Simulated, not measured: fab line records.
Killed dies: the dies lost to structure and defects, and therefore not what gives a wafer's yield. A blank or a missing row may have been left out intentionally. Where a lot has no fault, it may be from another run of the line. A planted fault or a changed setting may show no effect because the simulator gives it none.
Matching of chambers ; flow sky130 ; cmp-01 running SKY_CONTACT_CMP_04: 4 sister chambers
The step polishes SiO2. 8 wafers are shown with their chamber, then 7 later ones without.

== WAFERS WITH THEIR CHAMBER ==
wafer;chamber;motor current A (A);head pressure psi (psi)
L357.3;3;9.8;4.002
L358.6;0;11.4;4.009
L370.6;1;13.6;4.000
L369.1;0;11.1;4.012
L369.2;2;11.8;3.992
L369.5;3;9.8;4.004
L372.1;2;11.9;3.995
L372.4;1;13.4;3.990

== WAFERS WHOSE CHAMBER IS MISSING ==
wafer;motor current A (A);head pressure psi (psi)
L372.5;14.1;3.995
L373.3;9.8;4.010
L373.4;13.3;3.989
L373.6;12.0;4.008
L374.4;10.0;3.989
L374.5;11.8;3.987
L374.6;10.4;4.007

== THE CHAMBER EACH PASSED THROUGH ==
wafer;from the rows above;in truth
L372.5;1;1
L373.3;3;3
L373.4;1;1
L373.6;can't be placed: 2 or 0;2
L374.4;3;3
L374.5;2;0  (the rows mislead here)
L374.6;can't be placed: 3 or 0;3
Placed correctly: 4 of 7. Not placeable from these rows: 2 (in 2, the candidates include the true chamber). 1 placed wrongly.
How it was worked out, from the rows above alone: a wafer's distance from a chamber is the root of the sum, over the readings, of the square of ((its reading less the chamber's mean) divided by the reading's scatter). If the next closest chamber is less than 2 further off than the closest, the wafer can't be placed; otherwise it belongs to the closest. The mean given for a chamber averages the wafers shown for that chamber. The scatter: take each reading less its chamber's mean, square it, sum over the shown wafers, divide by the number of wafers less the number of chambers, and take the root.
